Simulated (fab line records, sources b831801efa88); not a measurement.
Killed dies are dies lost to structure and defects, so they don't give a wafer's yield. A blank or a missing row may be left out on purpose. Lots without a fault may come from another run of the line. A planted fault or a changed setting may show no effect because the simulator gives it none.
A struck lot beside a sound one | flow sky130 | 16 steps out of a route of 708
Sound: wafers L673.1, L673.3, L673.4. Struck: wafer L683.5. (L683.1, L683.3 of the same lot were not struck and are left out.) The cause comes at the end.
At each step with rows: each side's tool, then ch and its chambers, then its first start. Under that, the readings that differ: sound wafers | struck wafers | difference of the means | sigmas: that difference in standard deviations of wafers without a fault.
alike: readings whose means differ by less than 2 such deviations, and words and numbers that are the same on both sides. not compared: withheld readings, readings that some wafer has no value for, bounds like >300 that may hide the same value, and numbers for which the record gives no deviation and whose values overlap.
The two part at a step that has a row with sigmas, a row that says differs or no value, or rows on one side only. Numbers that don't overlap but have no deviation are shown without sigmas and don't part them. A reading that every wafer of one side lacks parts them only if that side has two wafers or more.

SKY_CONTACT_BOW_MEAS_05:
  sound on film_metro-03, day 32 00:05; struck on film_metro-02, day 35 04:49
  alike: CONTACT_BOW
then, 8 steps without rows for these wafers: SKY_CONTACT_DEHYDRATE_06 (time 60 s); SKY_CONTACT_HMDS_07 (prime time 60 s); SKY_CONTACT_COAT_08 (resist thk 60 nm); SKY_CONTACT_COAT_09 (resist thk 450 nm); SKY_CONTACT_SOFTBAKE_10 (time 90 s); SKY_CONTACT_EXPOSE_11 (exposes mask CTM1, target cd 170 nm); SKY_CONTACT_PEB_12; SKY_CONTACT_DEVELOP_13 (develop time 60 s).
SKY_CONTACT_CD_MEAS_14: target cd 170 nm.
  sound on cd_sem-01, day 33 03:35; struck on cd_sem-01, day 36 06:22
  alike: cd_nm
SKY_CONTACT_OVL_MEAS_15:
  sound on overlay-01, day 33 03:42; struck on overlay-02, day 36 06:29
  alike: CONTACT_OVL
SKY_CONTACT_ETCH_16: etches BARC in N2/H2, stops on SiO2, time 45.9 s, target depth 60 nm.
  sound on rie_diel-04 ch 0,1,3, day 33 03:44; struck on rie_diel-04 ch 1, day 36 06:31
  alike: drypump_motor_current_A, oes_product_au, rf_fwd_power_W, throttle_valve_pct
  not compared: rf_hours_counter_h
SKY_CONTACT_ETCH_17: etches SiO2 in C4F8/O2/Ar, stops on Si3N4, target depth 340 nm.
  sound on rie_diel-04 ch 0,1,3, day 33 03:46; struck on rie_diel-04 ch 1, day 36 06:34
  reading                                   | sound             | struck | difference | sigmas
  rf_fwd_power_W (W)                        | 1487 1505 1481    | 1721   | +230       | +48
  model.CONTACT.feature_depth_nm (nm)       | 338.6 339.3 339.5 | 342.7  | +3.6       |
  model.Si3N4_of_CONTACT_CVD_00.thk_nm (nm) | 73.83 74.36 75.31 | 70.39  | -4.11      |
  alike: oes_product_au
  not compared: model.KrF-thick_of_CONTACT_COAT_09.thk_nm
SKY_CONTACT_ETCH_18: etches Si3N4 in CHF3/O2, stops on TiN, time 39 s, target depth 75 nm.
  sound on rie_diel-04 ch 0,1,3; struck on rie_diel-04 ch 1
  reading                  | sound             | struck | difference | sigmas
  oes_product_au (a.u.)    | 0.847 0.856 0.864 | 0.825  | -0.031     | -4
  model.etch.depth_nm (nm) | 73.83 74.36 75.31 | 70.39  | -4.11      |
  alike: chf3_flow_sccm, drypump_motor_current_A, rf_fwd_power_W, throttle_valve_pct
  not compared: rf_hours_counter_h
SKY_CONTACT_STRIP_19: strips in O2/N2.
  sound on plasma_asher-01 ch 0,1, day 33 03:52; struck on plasma_asher-01 ch 1, day 36 06:39
  alike: drypump_motor_current_A, oes_product_au, strip_time_to_endpoint_s
  not compared: rf_hours_counter_h
-- the record jumps here: 13 days lie between the struck wafers' starts before and after (it left off in module CONTACT and takes up again in module PAD_OPEN, whose first step shown is number 708 of the route) --
SKY_PAD_OPEN_PROBE_99:
  sound on prober-02, day 46 23:26; struck on prober-01, day 49 05:37
  alike: killed_at_M0_to_M3, killed_at_M4_up, killed_at_contacts, killed_at_front_end, killed_at_other, killed_dies, killed_open, killed_short

WHERE THEY PART
First at SKY_CONTACT_ETCH_17; last, within this record, at SKY_CONTACT_ETCH_18. Later steps at which nothing parts them and some readings are alike: SKY_CONTACT_STRIP_19, SKY_PAD_OPEN_PROBE_99.

WHY: what the simulator had put in
Process parameter drift: rie_diel-04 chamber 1, from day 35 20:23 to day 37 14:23, at SKY_CONTACT_ETCH_17. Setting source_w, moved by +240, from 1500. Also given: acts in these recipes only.
